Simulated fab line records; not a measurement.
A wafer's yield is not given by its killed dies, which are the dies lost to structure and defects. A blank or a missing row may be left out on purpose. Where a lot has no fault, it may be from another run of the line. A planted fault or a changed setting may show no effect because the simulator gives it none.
fab line records	flow gf180mcu
[record] lots = 24	wafers = 72	last_day = 34
route steps=602 shown M2@377 V2@400 V3@454 M4@471
lots untouched by any fault: they come from a run of this same line in which no faults occurred
start_h: start of the lot's first displayed wafer, in hours after the record's first day	wait_h: hours since the lot's step before	" as in the row above	L1.1+2: a row that stands for several wafers	- either no value or no given start	* or withheld: withheld	< > ~ a bound
route shown NAME@n: NAME is a module with steps in the file, n the number in the route of the first one	usual: mean/standard deviation taken from wafers without a fault	same: alike in all rows	chamber/n: place in a boat	sites: the reading at each site	_std_site: how widely they spread, as a standard deviation	_edge_site: mean of outer sites minus mean of inner sites	radius_mm: how far each site lies from the wafer's centre	mask NAME#n: copy n	behind: tool/chamber where the wafer was last shaped	hold: why the lot was held/for how many hours/how that ended	device: names the non-switching transistor (n, p or np)	end of line: the same wafers' tests at the end of the route	a step with no rows: only its recipe	killed: count of dies lost to structure and defects at first sort (not the wafer's yield)	map: a wafer's dies, marking killed ones x, the rest . and places with no die _
set.NAME: the run value of the setting; set.NAME@STEP: its run value at that earlier step	model.NAME: the simulator's own value behind a step, which no gauge read
a sample of lots followed through the steps of the route, with each step as a table and each wafer as a row
services: a tool's chamber out of use, with start hour (start_h, from the record's first day; less than 0 if before it), hours out, and reason
[[steps]]
[step GF_M2_OVL_MEAS_15]
[usual] M2_OVL = -4/5.1
lot.wafer	tool	chamber	start_h	wait_h	M2_OVL[nm]
L074.2	overlay-01	-	431.65	0.1	8
L074.4	"	-	"	"	7
L074.6	"	-	"	"	2
L075.2	overlay-02	-	438.45	0.1	0
L075.3	"	-	"	"	-5
L075.5	"	-	"	"	-1
L076.2	overlay-01	-	449.77	0.1	-5
L076.4	"	-	"	"	-4
L076.6	"	-	"	"	0
L077.2	overlay-01	-	459.18	0.1	-12
L077.3	"	-	"	"	-12
L077.5	"	-	"	"	0
L078.2	overlay-01	-	475.35	0.1	-4
L078.5	"	-	"	"	-3
L078.6	"	-	"	"	5
L079.1	overlay-02	-	483.17	0.1	-3
L079.2	"	-	"	"	-3
L079.4	"	-	"	"	-7
L080.1	overlay-01	-	490.94	0.1	-2
L080.2	"	-	"	"	-1
L080.6	"	-	"	"	-2
L081.1	overlay-02	-	499.02	0.1	-5
L081.2	"	-	"	"	-7
L081.4	"	-	"	"	0
L082.1	overlay-01	-	506.94	0.1	2
L082.2	"	-	"	"	3
L082.5	"	-	"	"	-6
L083.1	overlay-01	-	515.34	0.1	4
L083.5	"	-	"	"	0
L083.6	"	-	"	"	-6
L084.2	overlay-02	-	523.54	0.1	-14
L084.4	"	-	"	"	-12
L084.6	"	-	"	"	-11
L085.2	overlay-02	-	537.88	0.1	2
L085.4	"	-	"	"	-5
L085.5	"	-	"	"	-6
L086.2	overlay-01	-	542.08	0.1	1
L086.5	"	-	"	"	-8
L086.6	"	-	"	"	-8
L087.2	overlay-02	-	547.35	0.1	-2
L087.4	"	-	"	"	-2
L087.5	"	-	"	"	-9
L088.1	overlay-02	-	561.19	0.1	-2
L088.3	"	-	"	"	-4
L088.5	"	-	"	"	4
L090.1	overlay-01	-	576.34	0.1	0
L090.2	"	-	"	"	-2
L090.3	"	-	"	"	-6
L089.1	overlay-01	-	577.61	0.1	-7
L089.4	"	-	"	"	-1
L089.6	"	-	"	"	0
L091.2	overlay-01	-	590.25	0.1	-10
L091.3	"	-	"	"	-17
L091.5	"	-	"	"	-10
L092.1	overlay-02	-	592.66	0.1	-3
L092.3	"	-	"	"	-6
L092.6	"	-	"	"	-8
L093.1	overlay-02	-	600.02	0.1	-7
L093.5	"	-	"	"	-3
L093.6	"	-	"	"	-9
L094.1	overlay-01	-	607.11	0.1	-6
L094.3	"	-	"	"	-3
L094.6	"	-	"	"	-11
L095.1	overlay-02	-	608.27	0.1	-4
L095.3	"	-	"	"	-6
L095.6	"	-	"	"	-7
L096.1	overlay-01	-	620.46	0.1	1
L096.3	"	-	"	"	-10
L096.6	"	-	"	"	2
L097.1	overlay-01	-	623.11	0.1	-8
L097.4	"	-	"	"	-7
L097.6	"	-	"	"	-13
[step GF_V2_STRIP_18]
[recipe] chemistry = O2/N2	power_w = 1400	pressure_mtorr = 1500	platen_temp_c = 250	o2_flow_sccm = 3000	n2_flow_sccm = 300	overash_fraction = 0.5
[usual] drypump_motor_current_A = 5.92/0.28	heater_power_w = 330/49	n2_flow_sccm = 300.0/0.85	oes_product_au = 0.593/0.0051
lot.wafer	tool	chamber	start_h	wait_h	drypump_motor_current_A	heater_power_w	n2_flow_sccm	oes_product_au	rf_hours_counter_h
L074.2	plasma_asher-01	1	457.68	-	6.10	276	301.2	0.597	84
L074.4	"	1	"	"	6.11	272	302.7	0.592	-
L074.6	"	1	"	"	6.11	270	301.1	0.604	-
L075.2	plasma_asher-01	0	464.06	-	6.11	336	298.5	0.591	85
L075.3	"	0	"	"	6.11	338	299.5	0.595	-
L075.5	"	0	"	"	6.10	340	300.4	0.597	-
L076.2	plasma_asher-01	0	475.16	-	6.11	340	301.2	0.589	86
L076.4	"	0	"	"	6.14	324	299.6	0.594	-
L076.6	"	1	"	"	6.09	272	299.9	0.601	-
L077.2	plasma_asher-04	1	485.35	-	5.93	301	298.8	0.591	6
L077.3	"	1	"	"	5.91	294	299.9	0.589	-
L077.5	"	1	"	"	5.89	292	300.6	0.599	-
L078.2	plasma_asher-01	0	500.33	-	6.12	336	300.1	0.599	89
L078.5	"	0	"	"	6.09	324	299.2	0.590	-
L078.6	"	1	"	"	6.10	270	299.9	0.591	-
L079.1	plasma_asher-02	0	508.11	-	6.13	330	299.8	0.602	39
L079.2	"	1	"	"	5.33	360	300.4	0.593	39
L079.4	"	0	"	"	6.10	323	300.0	0.582	-
L080.1	plasma_asher-01	1	516.03	-	6.09	274	299.4	0.592	90
L080.2	"	0	"	"	6.11	330	300.7	0.585	90
L080.6	"	0	"	"	6.12	334	299.5	0.584	-
L081.1	plasma_asher-02	1	523.81	-	5.33	370	299.5	0.588	41
L081.2	"	0	"	"	6.08	329	300.5	0.597	41
L081.4	"	0	"	"	6.11	327	299.9	0.593	-
L082.1	plasma_asher-02	1	531.91	-	5.25	365	299.3	0.588	42
L082.2	"	0	"	"	6.08	326	300.2	0.592	42
L082.5	"	1	"	"	5.27	370	300.1	0.597	-
L083.1	plasma_asher-01	1	540.10	-	6.10	274	301.2	0.592	92
L083.5	"	0	"	"	6.11	337	301.0	0.593	-
L083.6	"	1	"	"	6.11	273	300.9	0.594	-
L084.2	plasma_asher-02	0	549.06	-	6.08	329	300.0	0.596	44
L084.4	"	1	"	"	5.22	363	300.4	0.599	-
L084.6	"	0	"	"	6.04	321	299.3	0.593	-
L085.2	plasma_asher-01	1	561.90	-	6.08	269	301.6	0.597	94
L085.4	"	0	"	"	6.10	331	298.7	0.589	-
L085.5	"	1	"	"	6.10	269	299.5	0.597	-
L086.2	plasma_asher-01	0	566.30	-	6.12	327	299.3	0.593	95
L086.5	"	1	"	"	6.10	272	298.7	0.599	-
L086.6	"	0	"	"	6.12	341	300.3	0.601	-
L087.2	plasma_asher-02	0	571.30	-	6.10	320	300.9	0.592	46
L087.4	"	1	"	"	5.33	362	301.8	0.591	-
L087.5	"	1	"	"	5.31	361	300.6	0.584	-
L088.1	plasma_asher-02	1	583.98	-	5.27	364	300.3	0.585	47
L088.3	"	1	"	"	5.31	368	299.4	0.596	-
L088.5	"	1	"	"	5.31	373	300.7	0.595	-
L090.1	plasma_asher-04	0	600.30	-	5.78	431	299.3	0.601	18
L090.2	"	1	"	"	5.93	296	300.3	0.585	18
L090.3	"	1	"	"	5.94	305	300.2	0.596	-
L089.1	plasma_asher-01	1	600.63	-	6.10	272	299.1	0.593	98
L089.4	"	1	"	"	6.08	278	299.7	0.595	-
L089.6	"	1	"	"	6.10	273	299.7	0.587	-
L091.2	plasma_asher-01	1	612.83	-	6.09	269	302.3	0.599	100
L091.3	"	1	"	"	6.11	279	300.3	0.596	-
L091.5	"	0	"	"	6.12	333	301.2	0.591	-
L092.1	plasma_asher-04	1	615.36	-	5.90	284	299.8	0.586	20
L092.3	"	0	"	"	5.77	429	299.6	0.585	-
L092.6	"	0	"	"	5.78	432	299.8	0.597	-
L093.1	plasma_asher-02	1	622.63	-	5.28	366	300.7	0.587	51
L093.5	"	0	"	"	6.11	328	300.7	0.597	-
L093.6	"	1	"	"	5.30	358	300.5	0.601	-
L094.1	plasma_asher-04	1	629.61	-	5.90	294	298.5	0.590	21
L094.3	"	0	"	"	5.77	440	299.2	0.595	-
L094.6	"	1	"	"	5.91	295	299.6	0.596	-
L095.1	plasma_asher-01	1	630.09	-	6.09	274	299.5	0.596	102
L095.3	"	0	"	"	6.12	332	299.5	0.600	-
L095.6	"	0	"	"	6.10	341	300.0	0.592	-
L096.1	plasma_asher-04	1	642.80	-	5.92	288	299.4	0.593	23
L096.3	"	1	"	"	5.95	294	300.0	0.592	-
L096.6	"	1	"	"	5.93	290	300.5	0.602	-
L097.1	plasma_asher-04	0	645.26	-	5.76	432	298.6	0.595	23
L097.4	"	1	"	"	5.88	291	300.5	0.595	-
L097.6	"	0	"	"	5.78	443	301.0	0.594	-
[step GF_V2_SPUTTER_22]
[recipe] material = TiN	target_thk_nm = 10	chamber_pressure_pa = 5	power_w = 4000	time_s = 40
[usual] throttle_valve_pct = 29.9/1.1
lot.wafer	tool	chamber	start_h	wait_h	throttle_valve_pct
L074.2	pvd_sputter-02	-	458.28	0.0	30.3
L074.4	"	-	"	"	32.3
L074.6	"	-	"	"	28.9
L075.2	pvd_sputter-02	-	464.65	0.0	30.0
L075.3	"	-	"	"	32.5
L075.5	"	-	"	"	30.0
L076.2	pvd_sputter-04	-	475.75	0.0	29.4
L076.4	"	-	"	"	29.0
L076.6	"	-	"	"	29.5
L077.2	pvd_sputter-02	-	485.98	0.0	28.9
L077.3	"	-	"	"	32.2
L077.5	"	-	"	"	30.3
L078.2	pvd_sputter-04	-	501.00	0.0	29.3
L078.5	"	-	"	"	29.8
L078.6	"	-	"	"	29.5
L079.1	pvd_sputter-01	-	508.77	0.0	30.1
L079.2	"	-	"	"	30.5
L079.4	"	-	"	"	29.7
L080.1	pvd_sputter-02	-	516.66	0.0	30.3
L080.2	"	-	"	"	28.8
L080.6	"	-	"	"	32.4
L081.1	pvd_sputter-02	-	524.41	0.0	30.2
L081.2	"	-	"	"	32.5
L081.4	"	-	"	"	29.1
L082.1	pvd_sputter-04	-	532.61	0.0	30.2
L082.2	"	-	"	"	29.3
L082.5	"	-	"	"	29.9
L083.1	pvd_sputter-04	-	540.69	0.0	29.5
L083.5	"	-	"	"	28.9
L083.6	"	-	"	"	29.1
L084.2	pvd_sputter-04	-	549.72	0.0	30.1
L084.4	"	-	"	"	28.8
L084.6	"	-	"	"	28.4
L085.2	pvd_sputter-04	-	562.49	0.0	29.9
L085.4	"	-	"	"	29.2
L085.5	"	-	"	"	29.5
L086.2	pvd_sputter-04	-	566.96	0.0	29.2
L086.5	"	-	"	"	29.0
L086.6	"	-	"	"	29.9
L087.2	pvd_sputter-02	-	571.89	0.0	32.3
L087.4	"	-	"	"	30.1
L087.5	"	-	"	"	29.7
L088.1	pvd_sputter-02	-	584.58	0.0	29.9
L088.3	"	-	"	"	31.9
L088.5	"	-	"	"	32.1
L090.1	pvd_sputter-02	-	600.90	0.0	29.9
L090.2	"	-	"	"	28.8
L090.3	"	-	"	"	29.9
L089.1	pvd_sputter-01	-	601.25	0.0	30.2
L089.4	"	-	"	"	30.1
L089.6	"	-	"	"	30.0
L091.2	pvd_sputter-02	-	613.45	0.0	28.8
L091.3	"	-	"	"	29.9
L091.5	"	-	"	"	29.9
L092.1	pvd_sputter-02	-	615.98	0.0	29.1
L092.3	"	-	"	"	30.0
L092.6	"	-	"	"	29.2
L093.1	pvd_sputter-04	-	623.23	0.0	28.9
L093.5	"	-	"	"	28.3
L093.6	"	-	"	"	29.0
L094.1	pvd_sputter-02	-	630.21	0.0	32.2
L094.3	"	-	"	"	30.2
L094.6	"	-	"	"	28.6
L095.1	pvd_sputter-01	-	630.71	0.0	29.5
L095.3	"	-	"	"	30.6
L095.6	"	-	"	"	29.8
L096.1	pvd_sputter-04	-	643.39	0.0	28.4
L096.3	"	-	"	"	29.1
L096.6	"	-	"	"	30.1
L097.1	pvd_sputter-01	-	645.88	0.0	30.2
L097.4	"	-	"	"	30.2
L097.6	"	-	"	"	29.8
[step GF_V2_RS_MEAS_24]
[recipe] thk_meas_gauge = four-point-probe	reads = W_of_V2_CVD_23+TiN_of_V2_SPUTTER_22+Ti_of_V2_SPUTTER_21
[usual] V2_W_RS = 0.329/0.0064
lot.wafer	tool	chamber	start_h	wait_h	V2_W_RS[ohm/sq]
L074.2	film_metro-02	-	458.45	0.1	0.335
L074.4	"	-	"	"	0.334
L074.6	"	-	"	"	0.324
L075.2	film_metro-04	-	464.82	0.1	0.320
L075.3	"	-	"	"	0.321
L075.5	"	-	"	"	0.335
L076.2	film_metro-04	-	475.92	0.1	0.324
L076.4	"	-	"	"	0.323
L076.6	"	-	"	"	0.325
L077.2	film_metro-02	-	486.15	0.1	0.333
L077.3	"	-	"	"	0.329
L077.5	"	-	"	"	0.317
L078.2	film_metro-04	-	501.17	0.1	0.337
L078.5	"	-	"	"	0.336
L078.6	"	-	"	"	0.319
L079.1	film_metro-01	-	508.92	0.1	0.342
L079.2	"	-	"	"	0.325
L079.4	"	-	"	"	0.346
L080.1	film_metro-02	-	516.81	0.1	0.334
L080.2	"	-	"	"	0.319
L080.6	"	-	"	"	0.331
L081.1	film_metro-04	-	524.56	0.1	0.338
L081.2	"	-	"	"	0.327
L081.4	"	-	"	"	0.342
L082.1	film_metro-02	-	532.76	0.1	0.326
L082.2	"	-	"	"	0.327
L082.5	"	-	"	"	0.333
L083.1	film_metro-01	-	540.85	0.1	0.330
L083.5	"	-	"	"	0.328
L083.6	"	-	"	"	0.331
L084.2	film_metro-02	-	549.90	0.1	0.325
L084.4	"	-	"	"	0.324
L084.6	"	-	"	"	0.340
L085.2	film_metro-04	-	562.67	0.1	0.325
L085.4	"	-	"	"	0.325
L085.5	"	-	"	"	0.326
L086.2	film_metro-01	-	567.13	0.1	0.327
L086.5	"	-	"	"	0.327
L086.6	"	-	"	"	0.329
L087.2	film_metro-01	-	572.07	0.1	0.326
L087.4	"	-	"	"	0.326
L087.5	"	-	"	"	0.326
L088.1	film_metro-04	-	584.73	0.1	0.325
L088.3	"	-	"	"	0.325
L088.5	"	-	"	"	0.340
L090.1	film_metro-04	-	601.05	0.1	0.333
L090.2	"	-	"	"	0.328
L090.3	"	-	"	"	0.329
L089.1	film_metro-02	-	601.41	0.1	0.326
L089.4	"	-	"	"	0.325
L089.6	"	-	"	"	0.326
L091.2	film_metro-02	-	613.63	0.1	0.327
L091.3	"	-	"	"	0.341
L091.5	"	-	"	"	0.322
L092.1	film_metro-04	-	616.13	0.1	0.339
L092.3	"	-	"	"	0.332
L092.6	"	-	"	"	0.319
L093.1	film_metro-04	-	623.39	0.1	0.324
L093.5	"	-	"	"	0.329
L093.6	"	-	"	"	0.341
L094.1	film_metro-04	-	630.36	0.1	0.328
L094.3	"	-	"	"	0.328
L094.6	"	-	"	"	0.329
L095.1	film_metro-02	-	630.86	0.1	0.338
L095.3	"	-	"	"	0.329
L095.6	"	-	"	"	0.338
L096.1	film_metro-02	-	643.54	0.1	0.326
L096.3	"	-	"	"	0.338
L096.6	"	-	"	"	0.328
L097.1	film_metro-04	-	646.03	0.1	0.327
L097.4	"	-	"	"	0.325
L097.6	"	-	"	"	0.325
[step GF_V3_THK_MEAS_25]
[recipe] thk_meas_gauge = xrf	reads = W_of_V3_CVD_23
[usual] V3_W_THK = 348/4.6
lot.wafer	tool	chamber	start_h	wait_h	V3_W_THK[nm]
L074.2	film_metro-02	-	508.71	0.1	345
L074.4	"	-	"	"	351
L074.6	"	-	"	"	350
L075.2	film_metro-02	-	515.24	0.1	348
L075.3	"	-	"	"	351
L075.5	"	-	"	"	352
L076.2	film_metro-03	-	525.61	0.1	345
L076.4	"	-	"	"	348
L076.6	"	-	"	"	349
L077.2	film_metro-03	-	534.99	0.1	340
L077.3	"	-	"	"	345
L077.5	"	-	"	"	341
L078.2	film_metro-01	-	550.73	0.1	349
L078.5	"	-	"	"	347
L078.6	"	-	"	"	351
L079.1	film_metro-01	-	557.96	0.1	338
L079.2	"	-	"	"	335
L079.4	"	-	"	"	341
L080.1	film_metro-01	-	565.60	0.1	348
L080.2	"	-	"	"	354
L080.6	"	-	"	"	349
L081.1	film_metro-03	-	573.45	0.1	347
L081.2	"	-	"	"	344
L081.4	"	-	"	"	346
L082.1	film_metro-03	-	581.13	0.1	345
L082.2	"	-	"	"	347
L082.5	"	-	"	"	354
L083.1	film_metro-03	-	587.45	0.1	354
L083.5	"	-	"	"	352
L083.6	"	-	"	"	351
L084.2	film_metro-02	-	599.49	0.1	349
L084.4	"	-	"	"	348
L084.6	"	-	"	"	350
L085.2	film_metro-03	-	608.07	0.1	342
L085.4	"	-	"	"	343
L085.5	"	-	"	"	342
L086.2	film_metro-01	-	612.99	0.1	355
L086.5	"	-	"	"	349
L086.6	"	-	"	"	349
L087.2	film_metro-02	-	620.71	0.1	343
L087.4	"	-	"	"	348
L087.5	"	-	"	"	348
L088.1	film_metro-03	-	629.66	0.1	348
L088.3	"	-	"	"	350
L088.5	"	-	"	"	355
L090.1	film_metro-01	-	645.35	0.1	348
L090.2	"	-	"	"	346
L090.3	"	-	"	"	350
L089.1	film_metro-02	-	646.60	0.1	349
L089.4	"	-	"	"	347
L089.6	"	-	"	"	345
L091.2	film_metro-01	-	657.94	0.1	355
L091.3	"	-	"	"	357
L091.5	"	-	"	"	359
L092.1	film_metro-02	-	659.62	0.1	350
L092.3	"	-	"	"	343
L092.6	"	-	"	"	345
L093.1	film_metro-03	-	666.36	0.1	351
L093.5	"	-	"	"	355
L093.6	"	-	"	"	351
L094.1	film_metro-02	-	673.51	0.1	345
L094.3	"	-	"	"	342
L094.6	"	-	"	"	347
L095.1	film_metro-01	-	673.79	0.1	348
L095.3	"	-	"	"	354
L095.6	"	-	"	"	346
L096.1	film_metro-03	-	685.37	0.1	355
L096.3	"	-	"	"	356
L096.6	"	-	"	"	354
L097.1	film_metro-03	-	687.49	0.1	347
L097.4	"	-	"	"	348
L097.6	"	-	"	"	351
[step GF_M4_OVL_MEAS_15]
[usual] M4_OVL = -4/5
lot.wafer	tool	chamber	start_h	wait_h	M4_OVL[nm]
L074.2	overlay-01	-	532.10	0.1	-4
L074.4	"	-	"	"	3
L074.6	"	-	"	"	0
L075.2	overlay-02	-	538.98	0.1	-1
L075.3	"	-	"	"	3
L075.5	"	-	"	"	-8
L076.2	overlay-01	-	549.42	0.1	0
L076.4	"	-	"	"	3
L076.6	"	-	"	"	5
L077.2	overlay-01	-	558.00	0.1	-10
L077.3	"	-	"	"	1
L077.5	"	-	"	"	-5
L078.2	overlay-01	-	573.43	0.1	-6
L078.5	"	-	"	"	-4
L078.6	"	-	"	"	0
L079.1	overlay-02	-	580.06	0.1	-2
L079.2	"	-	"	"	-4
L079.4	"	-	"	"	-4
L080.1	overlay-01	-	587.37	0.1	-2
L080.2	"	-	"	"	-9
L080.6	"	-	"	"	-4
L081.1	overlay-01	-	598.53	0.1	-16
L081.2	"	-	"	"	-10
L081.4	"	-	"	"	-9
L082.1	overlay-02	-	603.22	0.1	-14
L082.2	"	-	"	"	-9
L082.5	"	-	"	"	-12
L083.1	overlay-01	-	609.11	0.1	-4
L083.5	"	-	"	"	-1
L083.6	"	-	"	"	0
L084.2	overlay-02	-	621.05	0.1	-6
L084.4	"	-	"	"	-1
L084.6	"	-	"	"	0
L085.2	overlay-02	-	629.57	0.1	0
L085.4	"	-	"	"	-1
L085.5	"	-	"	"	-10
L086.2	overlay-02	-	634.12	0.1	-8
L086.5	"	-	"	"	-9
L086.6	"	-	"	"	-1
L087.2	overlay-02	-	641.35	0.1	-5
L087.4	"	-	"	"	-1
L087.5	"	-	"	"	7
L088.1	overlay-02	-	649.82	0.1	-1
L088.3	"	-	"	"	-2
L088.5	"	-	"	"	-8
L089.1	overlay-01	-	666.62	0.1	-1
L089.4	"	-	"	"	0
L089.6	"	-	"	"	-4
L091.2	overlay-02	-	677.67	0.1	-12
L091.3	"	-	"	"	-20
L091.5	"	-	"	"	-16
L092.1	overlay-02	-	679.27	0.1	-4
L092.3	"	-	"	"	-2
L092.6	"	-	"	"	-6
L090.1	overlay-01	-	679.96	0.1	-4
L090.2	"	-	"	"	-3
L090.3	"	-	"	"	-14
L093.1	overlay-02	-	686.07	0.1	-8
L093.5	"	-	"	"	-7
L093.6	"	-	"	"	-7
L094.1	overlay-01	-	693.06	0.1	-3
L094.3	"	-	"	"	-2
L094.6	"	-	"	"	-7
L095.1	overlay-02	-	693.69	0.1	-8
L095.3	"	-	"	"	-15
L095.6	"	-	"	"	-4
L096.1	overlay-01	-	704.04	0.1	-4
L096.3	"	-	"	"	1
L096.6	"	-	"	"	-1
L097.1	overlay-01	-	706.46	0.1	-9
L097.4	"	-	"	"	-5
L097.6	"	-	"	"	-4
[[services]]
tool	chamber	start_h	hours	kind
plasma_asher-02	-	489.23	8.1	repair
plasma_asher-02	-	491.94	2.8	repair
pvd_sputter-04	-	509.58	9.4	repair
plasma_asher-01	-	522.07	3.6	repair
plasma_asher-04	-	543.57	1.5	repair
pvd_sputter-01	-	551.39	0.6	repair
pvd_sputter-01	-	564.39	0.5	repair
pvd_sputter-01	3	586.94	-	consumable_replace:kit
pvd_sputter-01	3	586.94	18.0	scheduled_down
pvd_sputter-01	3	586.94	18.0	vent_cycle
pvd_sputter-02	2	632.23	-	consumable_replace:kit
pvd_sputter-02	2	632.23	18.0	scheduled_down
pvd_sputter-02	2	632.23	18.0	vent_cycle
[[key]]
fault none
